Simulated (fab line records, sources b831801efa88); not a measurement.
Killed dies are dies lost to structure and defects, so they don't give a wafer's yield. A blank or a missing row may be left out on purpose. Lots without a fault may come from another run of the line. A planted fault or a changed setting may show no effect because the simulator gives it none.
One fault seen from 2 desks | flow gf180mcu | each desk has only its own numbers; what lay behind them comes last

THE METROLOGY DESK
What the gauges read, lot by lot, whatever tool the lot ran on: means of the sampled wafers that have a number. A lot is out of limits, marked OUT, if its mean lies more than 4 standard deviations from the usual mean; the brackets give that distance.
Columns: A = DUAL_GATE_OXIDATION_00_THK at GF_DUAL_GATE_THK_MEAS_03, usual 10.77 nm; B = DUAL_GATE_OVL at GF_DUAL_GATE_OVL_MEAS_11, usual 0.2 nm
lot  | first seen here | A     | B
L178 | day 9 19:44     | 10.88 | -0.5
L179 | day 9 19:44     | 10.58 | -1.2
L182 | day 10 13:00    | 10.67 | -0.7
L183 | day 10 22:40    | 10.36 | -0.1
L189 | day 12 14:22    | 11.20 | 0.4
L190 | day 12 20:29    | 10.47 | 0.1
This desk's finding: nothing out of limits on any of the 6 lots.

THE TOOL OWNER'S DESK: furnace-01
The tool's own readings at GF_DUAL_GATE_OXIDATION_15 (stabilise 600 s, purge 300 s, target thk 7.098 nm): means of the sampled wafers that have a number, for each lot that ran on this tool. A lot is out of limits, marked OUT, if its mean lies more than 4 standard deviations from the usual mean; the brackets give that distance.
Columns: A = spike_tc_bottom_C at GF_DUAL_GATE_OXIDATION_15, usual 866.5 C; B = spike_tc_centre_C at GF_DUAL_GATE_OXIDATION_15, usual 850.6 C; C = spike_tc_lower_C at GF_DUAL_GATE_OXIDATION_15, usual 850.0 C; D = spike_tc_top_C at GF_DUAL_GATE_OXIDATION_15, usual 860.0 C; E = spike_tc_upper_C at GF_DUAL_GATE_OXIDATION_15, usual 850.7 C; F = tube_center_temp_C at GF_DUAL_GATE_OXIDATION_15, usual 850 C; G = tube_center_temp_C_max at GF_DUAL_GATE_OXIDATION_15, usual 852.2
lot  | first seen here | A                | B                | C                | D     | E     | F             | G
L179 | day 10 16:09    | 865.7            | 849.7            | 851.7            | 858.5 | 849.8 | 850           | 852.2
L182 | day 11 09:02    | 865.9            | 850.4            | 850.5            | 857.1 | 851.0 | 850           | 851.9
L189 | day 13 12:56    | 872.2 (+5.2) OUT | 855.2            | 856.8 (+4.5) OUT | 864.3 | 855.0 | 856 (+66) OUT | 857.8 (+14) OUT
L190 | day 13 22:14    | 872.5 (+5.4) OUT | 857.0 (+5.3) OUT | 856.2 (+4.1) OUT | 864.7 | 855.3 | 856 (+67) OUT | 857.6 (+13) OUT
This desk's finding: out of limits on L189, L190; first on L189, day 13 12:56 (spike_tc_bottom_C at GF_DUAL_GATE_OXIDATION_15). In limits: L179, L182.

PUT TOGETHER
The tool owner's desk could have raised an alarm at day 13 12:56, on L189, L190.
The metrology desk saw nothing out of limits.
The metrology desk has L189, L190 on record, within its limits.
Of the lots named, all ran GF_DUAL_GATE_OXIDATION_15 on furnace-01.

WHAT THE SIMULATOR HAD PUT IN
Process parameter drift: furnace-01, from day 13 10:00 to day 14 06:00, at GF_DUAL_GATE_OXIDATION_15. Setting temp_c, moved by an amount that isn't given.
Lots struck among those shown: L189, L190.
Hours from the fault's start to each desk's first reading out of limits: the tool owner's desk, 3.
